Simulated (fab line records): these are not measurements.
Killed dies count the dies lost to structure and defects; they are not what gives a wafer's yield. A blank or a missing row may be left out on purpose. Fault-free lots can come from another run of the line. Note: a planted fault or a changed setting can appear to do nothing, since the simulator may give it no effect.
What tool caused it? :: flow sky130 :: Sampling: 11 lots, 33 wafers, 6 of 708 route steps

== WHAT EACH GAUGE READ, for each wafer ==
Not one reading of a measure or inspect step in the record can be checked against a usual standard deviation.

== WHICH TOOL RAN EACH LOT (tool, then ch and the chambers of the sampled wafers, then the start) ==
lot: L451
SKY_METAL4_SPUTTER_00: pvdSputter-03, day 39 17:40
SKY_METAL4_SPUTTER_04: pvdSputter-03, day 39 17:46
SKY_METAL4_METAL_ETCH_18: rieMetal-02 ch 0, day 41 20:25
SKY_METAL4_STRIP_19: plasmaAsher-03 ch 0,1, day 41 20:35
SKY_VIA4_CMP_02: cmp-01 ch 0,2,3, day 41 21:40
SKY_PAD_OPEN_PROBE_99: -

lot: L453
SKY_METAL4_SPUTTER_00: pvdSputter-03, day 40 13:32
SKY_METAL4_SPUTTER_04: pvdSputter-03, day 40 13:38
SKY_METAL4_METAL_ETCH_18: rieMetal-03 ch 0,1, day 42 15:11
SKY_METAL4_STRIP_19: plasmaAsher-02 ch 0,1, day 42 15:25
SKY_VIA4_CMP_02: cmp-02 ch 1,2,3, day 42 16:37
SKY_PAD_OPEN_PROBE_99: -

lot: L455
SKY_METAL4_SPUTTER_00: pvdSputter-03, day 41 09:52
SKY_METAL4_SPUTTER_04: pvdSputter-03, day 41 09:59
SKY_METAL4_METAL_ETCH_18: rieMetal-03 ch 0,1, day 43 09:49
SKY_METAL4_STRIP_19: plasmaAsher-04 ch 0,1, day 43 10:03
SKY_VIA4_CMP_02: cmp-02 ch 0,1,3, day 43 11:10
SKY_PAD_OPEN_PROBE_99: -

lot: L457
SKY_METAL4_SPUTTER_00: pvdSputter-04, day 41 22:10
SKY_METAL4_SPUTTER_04: pvdSputter-04, day 41 22:17
SKY_METAL4_METAL_ETCH_18: rieMetal-03 ch 0,1, day 43 21:55
SKY_METAL4_STRIP_19: plasmaAsher-04 ch 1, day 43 22:09
SKY_VIA4_CMP_02: cmp-02 ch 2,3, day 43 22:59
SKY_PAD_OPEN_PROBE_99: -

lot: L462
SKY_METAL4_SPUTTER_00: pvdSputter-01, day 43 03:44
SKY_METAL4_SPUTTER_04: pvdSputter-01, day 43 03:50
SKY_METAL4_METAL_ETCH_18: rieMetal-03 ch 0,1, day 45 01:38
SKY_METAL4_STRIP_19: plasmaAsher-02 ch 0,1, day 45 01:49
SKY_VIA4_CMP_02: cmp-02 ch 1,2,3, day 45 02:47
SKY_PAD_OPEN_PROBE_99: -

lot: L463
SKY_METAL4_SPUTTER_00: pvdSputter-04, day 43 13:34
SKY_METAL4_SPUTTER_04: pvdSputter-04, day 43 13:40
SKY_METAL4_METAL_ETCH_18: rieMetal-04 ch 0,1, day 45 11:17
SKY_METAL4_STRIP_19: plasmaAsher-02 ch 0,1, day 45 11:28
SKY_VIA4_CMP_02: cmp-01 ch 0,1,2, day 45 12:27
SKY_PAD_OPEN_PROBE_99: -

lot: L464
SKY_METAL4_SPUTTER_00: pvdSputter-04, day 43 18:44
SKY_METAL4_SPUTTER_04: pvdSputter-04, day 43 18:50
SKY_METAL4_METAL_ETCH_18: rieMetal-04 ch 0,1, day 45 14:49
SKY_METAL4_STRIP_19: plasmaAsher-02 ch 0,1, day 45 15:00
SKY_VIA4_CMP_02: cmp-01 ch 0,1,3, day 45 16:20
SKY_PAD_OPEN_PROBE_99: -

lot: L465
SKY_METAL4_SPUTTER_00: pvdSputter-01, day 44 03:26
SKY_METAL4_SPUTTER_04: pvdSputter-01, day 44 03:32
SKY_METAL4_METAL_ETCH_18: rieMetal-04 ch 0,1, day 45 23:07
SKY_METAL4_STRIP_19: plasmaAsher-03 ch 0,1, day 45 23:16
SKY_VIA4_CMP_02: cmp-02 ch 2,3, day 46 00:11
SKY_PAD_OPEN_PROBE_99: prober-01, day 49 11:03

lot: L469
SKY_METAL4_SPUTTER_00: pvdSputter-01, day 45 04:01
SKY_METAL4_SPUTTER_04: pvdSputter-01, day 45 04:07
SKY_METAL4_METAL_ETCH_18: rieMetal-02 ch 1, day 46 22:55
SKY_METAL4_STRIP_19: plasmaAsher-02 ch 0,1, day 46 23:05
SKY_VIA4_CMP_02: cmp-01 ch 0,2,3, day 46 23:55
SKY_PAD_OPEN_PROBE_99: -

lot: L470
SKY_METAL4_SPUTTER_00: pvdSputter-01, day 45 06:58
SKY_METAL4_SPUTTER_04: pvdSputter-01, day 45 07:04
SKY_METAL4_METAL_ETCH_18: rieMetal-04 ch 0,1, day 47 02:16
SKY_METAL4_STRIP_19: plasmaAsher-03 ch 0, day 47 02:26
SKY_VIA4_CMP_02: cmp-02 ch 0,3, day 47 03:37
SKY_PAD_OPEN_PROBE_99: -

lot: L472
SKY_METAL4_SPUTTER_00: pvdSputter-04, day 45 22:32
SKY_METAL4_SPUTTER_04: pvdSputter-04, day 45 22:38
SKY_METAL4_METAL_ETCH_18: rieMetal-04 ch 0,1, day 47 16:01
SKY_METAL4_STRIP_19: plasmaAsher-02 ch 0,1, day 47 16:10
SKY_VIA4_CMP_02: cmp-01 ch 0,2,3, day 47 17:07
SKY_PAD_OPEN_PROBE_99: -
- SKY_METAL4_SPUTTER_00: material Ti, target thk 15 nm, time 10 s.
- SKY_METAL4_SPUTTER_04: material TiN, target thk 70 nm, time 58.3 s.
- SKY_METAL4_METAL_ETCH_18: etches the open film in Cl2/BCl3, stops on SiO2, target depth 845 nm, time 183.1 s.
- SKY_METAL4_STRIP_19: strips in O2/N2.
- SKY_VIA4_CMP_02: polishes SiO2.
- SKY_PAD_OPEN_PROBE_99

== AS READ BY THE TOOLS THEMSELVES (means over the sampled wafers that have a number; for cases with no such wafer, the mark the record gives instead) ==
SKY_METAL4_SPUTTER_00.
lot: L451
tool: pvdSputter-03
throttleValvePct (%): 30.2

lot: L453
tool: pvdSputter-03
throttleValvePct (%): 29.9

lot: L455
tool: pvdSputter-03
throttleValvePct (%): 29.7

lot: L457
tool: pvdSputter-04
throttleValvePct (%): 30.1

lot: L462
tool: pvdSputter-01
throttleValvePct (%): 28.7

lot: L463
tool: pvdSputter-04
throttleValvePct (%): 30.4

lot: L464
tool: pvdSputter-04
throttleValvePct (%): 30.0

lot: L465
tool: pvdSputter-01
throttleValvePct (%): 29.5

lot: L469
tool: pvdSputter-01
throttleValvePct (%): 29.8

lot: L470
tool: pvdSputter-01
throttleValvePct (%): 29.0

lot: L472
tool: pvdSputter-04
throttleValvePct (%): 29.8

SKY_METAL4_SPUTTER_04.
lot: L451
tool: pvdSputter-03
throttleValvePct (%): 30.1

lot: L453
tool: pvdSputter-03
throttleValvePct (%): 29.9

lot: L455
tool: pvdSputter-03
throttleValvePct (%): 29.8

lot: L457
tool: pvdSputter-04
throttleValvePct (%): 30.0

lot: L462
tool: pvdSputter-01
throttleValvePct (%): 28.7

lot: L463
tool: pvdSputter-04
throttleValvePct (%): 30.7

lot: L464
tool: pvdSputter-04
throttleValvePct (%): 30.2

lot: L465
tool: pvdSputter-01
throttleValvePct (%): 29.5

lot: L469
tool: pvdSputter-01
throttleValvePct (%): 29.7

lot: L470
tool: pvdSputter-01
throttleValvePct (%): 29.1

lot: L472
tool: pvdSputter-04
throttleValvePct (%): 29.7

SKY_METAL4_METAL_ETCH_18.
lot: L451
tool: rieMetal-02
bcl3FlowSccm (sccm): 30.01
drypumpMotorCurrentA (A): 5.47
oesProductAu (a.u.): 0.858
rfFwdPowerW (W): 897.1
throttleValvePct (%): 22.261

lot: L453
tool: rieMetal-03
bcl3FlowSccm (sccm): 30.06
drypumpMotorCurrentA (A): 5.73
oesProductAu (a.u.): 0.867
rfFwdPowerW (W): 897.4
throttleValvePct (%): 22.263

lot: L455
tool: rieMetal-03
bcl3FlowSccm (sccm): 29.90
drypumpMotorCurrentA (A): 5.75
oesProductAu (a.u.): 0.866
rfFwdPowerW (W): 895.5
throttleValvePct (%): 22.271

lot: L457
tool: rieMetal-03
bcl3FlowSccm (sccm): 29.88
drypumpMotorCurrentA (A): 5.75
oesProductAu (a.u.): 0.863
rfFwdPowerW (W): 752.9
throttleValvePct (%): 22.264

lot: L462
tool: rieMetal-03
bcl3FlowSccm (sccm): 29.98
drypumpMotorCurrentA (A): 5.75
oesProductAu (a.u.): 0.868
rfFwdPowerW (W): 750.8
throttleValvePct (%): 22.262

lot: L463
tool: rieMetal-04
bcl3FlowSccm (sccm): 30.09
drypumpMotorCurrentA (A): 5.59
oesProductAu (a.u.): 0.872
rfFwdPowerW (W): 895.3
throttleValvePct (%): 22.263

lot: L464
tool: rieMetal-04
bcl3FlowSccm (sccm): 30.04
drypumpMotorCurrentA (A): 5.58
oesProductAu (a.u.): 0.863
rfFwdPowerW (W): 896.2
throttleValvePct (%): 22.257

lot: L465
tool: rieMetal-04
bcl3FlowSccm (sccm): 29.95
drypumpMotorCurrentA (A): 5.77
oesProductAu (a.u.): 0.868
rfFwdPowerW (W): 901.2
throttleValvePct (%): 22.266

lot: L469
tool: rieMetal-02
bcl3FlowSccm (sccm): 29.98
drypumpMotorCurrentA (A): 5.46
oesProductAu (a.u.): 0.863
rfFwdPowerW (W): 893.9
throttleValvePct (%): 22.262

lot: L470
tool: rieMetal-04
bcl3FlowSccm (sccm): 30.07
drypumpMotorCurrentA (A): 5.59
oesProductAu (a.u.): 0.873
rfFwdPowerW (W): 897.1
throttleValvePct (%): 22.260

lot: L472
tool: rieMetal-04
bcl3FlowSccm (sccm): 30.00
drypumpMotorCurrentA (A): 5.62
oesProductAu (a.u.): 0.863
rfFwdPowerW (W): 897.3
throttleValvePct (%): 22.257

SKY_METAL4_STRIP_19.
lot: L451
tool: plasmaAsher-03
drypumpMotorCurrentA (A): 5.2
oesProductAu (a.u.): 0.493
stripTimeToEndpointS (s): 6.41

lot: L453
tool: plasmaAsher-02
drypumpMotorCurrentA (A): 5.6
oesProductAu (a.u.): 0.500
stripTimeToEndpointS (s): 6.51

lot: L455
tool: plasmaAsher-04
drypumpMotorCurrentA (A): 5.3
oesProductAu (a.u.): 0.506
stripTimeToEndpointS (s): 6.57

lot: L457
tool: plasmaAsher-04
drypumpMotorCurrentA (A): 4.8
oesProductAu (a.u.): 0.525
stripTimeToEndpointS (s): 7.23

lot: L462
tool: plasmaAsher-02
drypumpMotorCurrentA (A): 5.3
oesProductAu (a.u.): 0.535
stripTimeToEndpointS (s): 7.34

lot: L463
tool: plasmaAsher-02
drypumpMotorCurrentA (A): 5.3
oesProductAu (a.u.): 0.498
stripTimeToEndpointS (s): 6.47

lot: L464
tool: plasmaAsher-02
drypumpMotorCurrentA (A): 5.3
oesProductAu (a.u.): 0.510
stripTimeToEndpointS (s): 6.66

lot: L465
tool: plasmaAsher-03
drypumpMotorCurrentA (A): 5.4
oesProductAu (a.u.): 0.505
stripTimeToEndpointS (s): 6.59

lot: L469
tool: plasmaAsher-02
drypumpMotorCurrentA (A): 5.6
oesProductAu (a.u.): 0.501
stripTimeToEndpointS (s): 6.48

lot: L470
tool: plasmaAsher-03
drypumpMotorCurrentA (A): 4.9
oesProductAu (a.u.): 0.501
stripTimeToEndpointS (s): 6.51

lot: L472
tool: plasmaAsher-02
drypumpMotorCurrentA (A): 5.6
oesProductAu (a.u.): 0.501
stripTimeToEndpointS (s): 6.53

SKY_VIA4_CMP_02.
lot: L451
tool: cmp-01
motorCurrentA (A): 12.2

lot: L453
tool: cmp-02
motorCurrentA (A): 11.2

lot: L455
tool: cmp-02
motorCurrentA (A): 10.9

lot: L457
tool: cmp-02
motorCurrentA (A): 12.6

lot: L462
tool: cmp-02
motorCurrentA (A): 11.5

lot: L463
tool: cmp-01
motorCurrentA (A): 12.8

lot: L464
tool: cmp-01
motorCurrentA (A): 11.7

lot: L465
tool: cmp-02
motorCurrentA (A): 12.7

lot: L469
tool: cmp-01
motorCurrentA (A): 12.3

lot: L470
tool: cmp-02
motorCurrentA (A): 11.5

lot: L472
tool: cmp-01
motorCurrentA (A): 12.2

SKY_PAD_OPEN_PROBE_99.
lot: L465
tool: prober-01
defectLimitedYield (%): 83.7
killed_at_M0_to_M3: 43
killed_at_M4_up: 1.7
killedAtContacts: 17
killedAtFrontEnd: 18
killedAtOther: 0.0
killedDies: 80
killedOpen: 46
killedShort: 34
sort_bin_3_pad_short (%): 0.9
sort_bin_5_function (%): 9.8
sort_bin_6_memory (%): 5.6
sortNPass: 412
sortYieldPct (%): 83.7

== THE ANSWER, worked out from the rows above alone ==
Rule: the lots themselves supply what counts as usual. Put in order of their means at a reading, lots are off if they are a third of the lots or fewer, leave a main group of 4 or more, and stand apart from it by a gap of 3 or more times the standard deviation of the main group's means; of several such gaps the widest counts. Not used: any main group whose means are identical at the precision the tables above print for the reading. A lot without any number at a reading at which 4 lots or more have one is off too. All remaining lots with rows at the step are treated as sound. The gauges are gone through in route order, then the tools' own readings, and for those a lot's mean is taken as printed above. At the first step where some lot is off, the reading lying furthest off is the one used; lots without a number count as furthest.
Off at SKY_METAL4_METAL_ETCH_18 (rfFwdPowerW): L457, L462. For the main group the mean is 896.8 W and the standard deviation 1.9.
A tool fits if, at that step or a process step before it, it ran every lot that is off, and no sound lot after the first of them. One candidate fits, namely rieMetal-03 at SKY_METAL4_METAL_ETCH_18. A fault onset in the window from L455 (day 43 09:49, its last sound lot) to L457 (day 43 21:55, its first lot off) fits.
The tool's own readings at SKY_METAL4_METAL_ETCH_18 bear it out: on the lots that are off they differ by more than 5 times the standard deviation of the sound lots' means. rfFwdPowerW reads 751.8 W there against 896.8 W on the sound lots.

== WHAT THE SIMULATOR HAD PUT IN ==
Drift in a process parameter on rieMetal-03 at SKY_METAL4_METAL_ETCH_18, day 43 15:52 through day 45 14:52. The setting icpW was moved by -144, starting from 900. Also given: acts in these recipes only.
Lots struck among those shown: L457, L462. The rule above reached the same finding.
